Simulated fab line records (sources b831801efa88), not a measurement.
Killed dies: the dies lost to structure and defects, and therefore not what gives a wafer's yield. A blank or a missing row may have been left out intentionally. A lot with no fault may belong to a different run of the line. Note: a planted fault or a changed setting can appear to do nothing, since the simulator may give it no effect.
What tool caused it? + flow gf180mcu + 42 wafers from 14 lots sampled at 4 of the route's 602 steps

== WHAT EACH GAUGE READ, for each wafer ==
GF_M5_CD_MEAS_07 targets a cd of 280 nm. Usual: cd-nm reads 280.3 nm (standard deviation 1.1).
| lot  | measured     | on        | cd-nm (nm)        | flag |
|------|--------------|-----------|-------------------|------|
| L654 | day 26 14:35 | cd-sem-01 | 279.6 280.3 280.2 |      |
| L656 | day 26 22:13 | cd-sem-01 | 282.3 282.5 282.3 |      |
| L655 | day 27 00:43 | cd-sem-01 | 278.6 280.3 279.8 |      |
| L657 | day 27 05:08 | cd-sem-01 | 280.2 281.7 280.6 |      |
| L658 | day 27 16:08 | cd-sem-01 | 281.8 281.7 280.3 |      |
| L659 | day 28 00:04 | cd-sem-02 | 279.0 278.1 279.5 |      |
| L661 | day 28 09:27 | cd-sem-01 | 280.3 281.4 280.5 |      |
| L663 | day 29 05:01 | cd-sem-02 | 279.4 280.1 279.3 |      |
| L665 | day 29 17:19 | cd-sem-02 | 278.8 278.8 278.6 |      |
| L667 | day 30 11:47 | cd-sem-01 | 280.3 280.7 280.1 |      |
| L668 | day 30 20:10 | cd-sem-02 | 281.1 280.7 280.5 |      |
| L673 | day 32 02:28 | cd-sem-01 | 278.9 277.6 278.9 |      |
| L676 | day 32 19:34 | cd-sem-01 | 282.1 281.4 282.2 |      |
| L677 | day 32 21:02 | cd-sem-01 | 281.3 280.3 279.5 |      |

GF_TOP_METAL_RS_MEAS_05: uses a four-point probe to measure. Usual: TOP_METAL_ALCU_RS gives 0.0315 ohm/sq (standard deviation 0.00034).
| lot  | measured     | on            | TOP_METAL_ALCU_RS (ohm/sq) | flag |
|------|--------------|---------------|----------------------------|------|
| L654 | day 27 13:59 | film-metro-04 | 0.0311 0.0313 0.0314       |      |
| L656 | day 27 21:41 | film-metro-04 | 0.0319 0.0317 0.0317       |      |
| L655 | day 27 23:16 | film-metro-04 | 0.0308 0.0311 0.0307       |      |
| L657 | day 28 04:25 | film-metro-03 | 0.0318 0.0320 0.0321       |      |
| L658 | day 28 14:44 | film-metro-02 | 0.0320 0.0316 0.0319       |      |
| L659 | day 28 22:32 | film-metro-04 | 0.0314 0.0313 0.0309       |      |
| L661 | day 29 08:05 | film-metro-02 | 0.0314 0.0312 0.0317       |      |
| L663 | day 30 03:18 | film-metro-02 | 0.0314 0.0317 0.0317       |      |
| L665 | day 30 15:31 | film-metro-03 | 0.0318 0.0315 0.0318       |      |
| L673 | day 32 22:22 | film-metro-03 | 0.0319 0.0315 0.0314       |      |
| L676 | day 33 14:46 | film-metro-03 | 0.0318 0.0314 0.0316       |      |
| L677 | day 33 15:46 | film-metro-03 | 0.0312 0.0313 0.0310       |      |

== EACH LOT AND THE TOOL THAT RAN IT (in order: tool; ch and the chambers of the sampled wafers; start) ==
| lot  | GF_V5_EXPOSE_11                   | GF_V5_SPUTTER_21             |
|------|-----------------------------------|------------------------------|
| L654 | krf-scanner-02 ch 0, day 27 02:15 | pvd-sputter-02, day 27 13:03 |
| L656 | krf-scanner-01 ch 0, day 27 09:56 | pvd-sputter-04, day 27 20:46 |
| L655 | krf-scanner-02 ch 0, day 27 12:11 | pvd-sputter-02, day 27 22:22 |
| L657 | krf-scanner-02 ch 0, day 27 17:02 | pvd-sputter-04, day 28 03:29 |
| L658 | krf-scanner-01 ch 0, day 28 03:30 | pvd-sputter-01, day 28 13:48 |
| L659 | krf-scanner-01 ch 0, day 28 11:16 | pvd-sputter-01, day 28 21:38 |
| L661 | krf-scanner-02 ch 0, day 28 20:36 | pvd-sputter-01, day 29 07:08 |
| L663 | krf-scanner-02 ch 0, day 29 16:37 | pvd-sputter-04, day 30 02:23 |
| L665 | krf-scanner-01 ch 0, day 30 04:34 | pvd-sputter-01, day 30 14:36 |
| L667 | krf-scanner-02, day 30 22:14      | pvd-sputter-04, day 31 07:48 |
| L668 | krf-scanner-02, day 31 06:37      | pvd-sputter-01, day 31 15:22 |
| L673 | krf-scanner-02 ch 0, day 32 12:20 | pvd-sputter-04, day 32 21:27 |
| L676 | krf-scanner-01 ch 0, day 33 05:04 | pvd-sputter-02, day 33 13:51 |
| L677 | krf-scanner-02 ch 0, day 33 06:34 | pvd-sputter-01, day 33 14:50 |
- GF_V5_EXPOSE_11: exposes mask Via5, target cd 260 nm.
- GF_V5_SPUTTER_21: material Ti, target thk 15 nm, time 80.02 s.

== WHAT THE TOOLS THEMSELVES READ (means of the sampled wafers that have a number; where no wafer has one, the mark that the record gives instead) ==
GF_V5_EXPOSE_11. Usual: exposure-dose-mJ-cm2 37.98, standard deviation 0.044; focus-offset-nm 0.0 nm, standard deviation 0.52.
| lot  | tool           | exposure-dose-mJ-cm2 | focus-offset-nm (nm) | flag |
|------|----------------|----------------------|----------------------|------|
| L654 | krf-scanner-02 | 38.03                | -0.4                 |      |
| L656 | krf-scanner-01 | 37.95                | -0.6                 |      |
| L655 | krf-scanner-02 | 37.98                | -0.3                 |      |
| L657 | krf-scanner-02 | 37.99                | -0.3                 |      |
| L658 | krf-scanner-01 | 37.96                | 0.3                  |      |
| L659 | krf-scanner-01 | 37.96                | -0.6                 |      |
| L661 | krf-scanner-02 | 38.02                | -0.1                 |      |
| L663 | krf-scanner-02 | 37.97                | -0.3                 |      |
| L665 | krf-scanner-01 | 37.96                | -0.2                 |      |
| L667 | krf-scanner-02 | -                    | -                    | OFF  |
| L668 | krf-scanner-02 | -                    | -                    | OFF  |
| L673 | krf-scanner-02 | 37.96                | -0.5                 |      |
| L676 | krf-scanner-01 | 37.97                | 0.4                  |      |
| L677 | krf-scanner-02 | 38.00                | -0.5                 |      |

GF_V5_SPUTTER_21. Usual: throttle-valve-pct reads 29.5 % (standard deviation 0.9).
| lot  | tool           | throttle-valve-pct (%) | flag |
|------|----------------|------------------------|------|
| L654 | pvd-sputter-02 | 30.4                   |      |
| L656 | pvd-sputter-04 | 30.7                   |      |
| L655 | pvd-sputter-02 | 29.9                   |      |
| L657 | pvd-sputter-04 | 30.0                   |      |
| L658 | pvd-sputter-01 | 29.7                   |      |
| L659 | pvd-sputter-01 | 29.8                   |      |
| L661 | pvd-sputter-01 | 29.5                   |      |
| L663 | pvd-sputter-04 | 30.1                   |      |
| L665 | pvd-sputter-01 | 29.0                   |      |
| L667 | pvd-sputter-04 | 29.0                   |      |
| L668 | pvd-sputter-01 | 28.4                   |      |
| L673 | pvd-sputter-04 | 30.0                   |      |
| L676 | pvd-sputter-02 | 29.8                   |      |
| L677 | pvd-sputter-01 | 29.0                   |      |

== THE ANSWER, worked out from the rows above alone ==
Rule: a lot counts as off when the mean over its wafers that have a number is more than 3 standard deviations away from the usual mean. A lot without any number at a reading at which 4 lots or more have one is off too. Where the step has rows for the other lots, those lots are counted as sound. Order of review: gauges by route order, followed by the tools' own readings, for which a lot's mean as printed above is used. At the first step where some lot is off, the reading lying furthest off is the one used; lots without a number count as furthest.
Off: L667, L668, at GF_V5_EXPOSE_11 (exposure-dose-mJ-cm2). Without a number there: L667, L668.
A tool fits if, at that step or a process step before it, it ran every lot that is off, and no sound lot after the first of them. No candidate that was tried fits.

== WHAT THE SIMULATOR HAD INSERTED ==
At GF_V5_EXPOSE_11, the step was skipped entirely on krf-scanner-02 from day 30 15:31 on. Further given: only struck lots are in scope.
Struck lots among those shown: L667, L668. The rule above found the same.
